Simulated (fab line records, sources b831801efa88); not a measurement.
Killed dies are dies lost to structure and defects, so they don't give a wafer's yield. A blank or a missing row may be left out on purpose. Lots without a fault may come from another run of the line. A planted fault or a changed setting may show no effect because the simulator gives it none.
Chamber matching | flow gf180mcu | GF_V1_CVD_02 on pecvd-03: 3 sister chambers
The step deposits SiO2 from TEOS, target thk 850 nm, time 94.851 s. 6 wafers are shown with their chamber, then 7 later ones without.

WAFERS WITH THEIR CHAMBER
wafer  | chamber | heater_power_outer_w (W) | heater_power_w (W)
L451.2 | 0       | 296                      | 527
L451.6 | 1       | 482                      | 740
L452.5 | 0       | 229                      | 443
L452.6 | 2       | 311                      | 556
L453.1 | 2       | 322                      | 554
L453.3 | 1       | 511                      | 774

WAFERS WITHOUT THEIR CHAMBER
wafer  | heater_power_outer_w (W) | heater_power_w (W)
L453.5 | 349                      | 607
L457.3 | 292                      | 542
L457.5 | 494                      | 724
L457.6 | 311                      | 548
L462.2 | 499                      | 751
L462.3 | 288                      | 515
L462.5 | 314                      | 546

WHICH CHAMBER EACH WENT THROUGH
wafer  | from the rows above     | in truth
L453.5 | 2                       | 2
L457.3 | can't be placed: 2 or 0 | 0
L457.5 | 1                       | 1
L457.6 | 2                       | 2
L462.2 | 1                       | 1
L462.3 | can't be placed: 0 or 2 | 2
L462.5 | 2                       | 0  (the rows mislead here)
Placed correctly: 4 of 7. Can't be placed from these rows: 2 (the true chamber is among the candidates in 2). Placed wrongly: 1.
How it was worked out, from the rows above alone: a wafer's distance from a chamber is the root of the sum, over the readings, of the square of ((its reading less the chamber's mean) divided by the reading's scatter). The wafer belongs to the nearest chamber; if the next one is less than 2 further off, it can't be placed. A chamber's mean is the mean of its shown wafers. The scatter: the root of (the sum of the squares of (reading less its chamber's mean) over the shown wafers, divided by (wafers less chambers)).
